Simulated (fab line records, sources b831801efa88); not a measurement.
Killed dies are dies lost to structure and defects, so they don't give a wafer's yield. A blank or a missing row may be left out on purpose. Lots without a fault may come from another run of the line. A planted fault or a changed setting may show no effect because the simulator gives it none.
One fault seen from 2 desks | flow gf180mcu | each desk has only its own numbers; what lay behind them comes last

THE TOOL OWNER'S DESK: rie_diel-04
The tool's own readings at GF_M5_ETCH_09 (etches Si3N4 in CF4/O2, target depth 52 nm, time 11.6 s): means of the sampled wafers that have a number, for each lot that ran on this tool. A lot is out of limits, marked OUT, if its mean lies more than 4 standard deviations from the usual mean; the brackets give that distance.
Columns: A = O2_flow_sccm at GF_M5_ETCH_09, usual 10.002 sccm; B = cf4_flow_sccm at GF_M5_ETCH_09, usual 80.02 sccm; C = drypump_motor_current_A at GF_M5_ETCH_09, usual 5.7 A; D = oes_product_au at GF_M5_ETCH_09, usual 0.998 a.u.; E = rf_fwd_power_W at GF_M5_ETCH_09, usual 785 W; F = throttle_valve_pct at GF_M5_ETCH_09, usual 5.970 %
lot  | first seen here | A      | B     | C   | D                | E             | F
L790 | day 26 14:08    | 9.982  | 79.87 | 5.8 | 0.995            | 782           | 5.960
L791 | day 26 21:32    | 9.990  | 79.92 | 5.6 | 0.984            | 785           | 5.958
L792 | day 27 06:56    | 9.983  | 80.08 | 5.6 | 0.907 (-10) OUT  | 659 (-29) OUT | 5.942
L793 | day 27 16:02    | 9.989  | 80.00 | 5.6 | 0.913 (-9.6) OUT | 655 (-30) OUT | 5.946
L802 | day 30 12:40    | 9.975  | 80.09 | 5.6 | 0.998            | 786           | 5.961
L805 | day 31 05:11    | 9.995  | 80.04 | 5.8 | 0.998            | 782           | 5.976
L806 | day 31 11:22    | 10.013 | 79.98 | 5.5 | 0.994            | 784           | 5.966
L808 | day 31 22:55    | 10.018 | 80.24 | 5.6 | 1.009            | 783           | 5.972
L810 | day 32 09:56    | 9.992  | 80.09 | 6.0 | 1.001            | 789           | 5.977
This desk's finding: out of limits on L792, L793; first on L792, day 27 06:56 (oes_product_au at GF_M5_ETCH_09). In limits: L790, L791, L802, L805, L806, L808, L810.

THE METROLOGY DESK
What the gauges read, lot by lot, whatever tool the lot ran on: means of the sampled wafers that have a number. A lot is out of limits, marked OUT, if its mean lies more than 4 standard deviations from the usual mean; the brackets give that distance.
Columns: A = V5_BOW at GF_V5_BOW_MEAS_05, usual 138 um
lot  | first seen here | A
L790 | day 26 15:30    | 138
L791 | day 26 22:54    | 156
L792 | day 27 08:13    | 144
L793 | day 27 17:32    | 148
L794 | day 27 21:29    | 132
L802 | day 30 13:57    | 132
L804 | day 31 01:06    | 141
L805 | day 31 06:28    | 152
L806 | day 31 12:38    | 131
L808 | day 32 00:09    | 143
L809 | day 32 07:29    | 150
L810 | day 32 11:20    | 122
This desk's finding: nothing out of limits on any of the 12 lots.

PUT TOGETHER
The tool owner's desk could have raised an alarm at day 27 06:56, on L792, L793.
The metrology desk saw nothing out of limits.
The metrology desk has L792, L793 on record, within its limits.
Of the lots named, all ran GF_M5_ETCH_09 on rie_diel-04.

WHAT THE SIMULATOR HAD PUT IN
Process parameter drift: rie_diel-04, from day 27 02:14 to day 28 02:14, at GF_M5_ETCH_09. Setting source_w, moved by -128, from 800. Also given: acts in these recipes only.
Lots struck among those shown: L792, L793.
Hours from the fault's start to each desk's first reading out of limits: the tool owner's desk, 5.
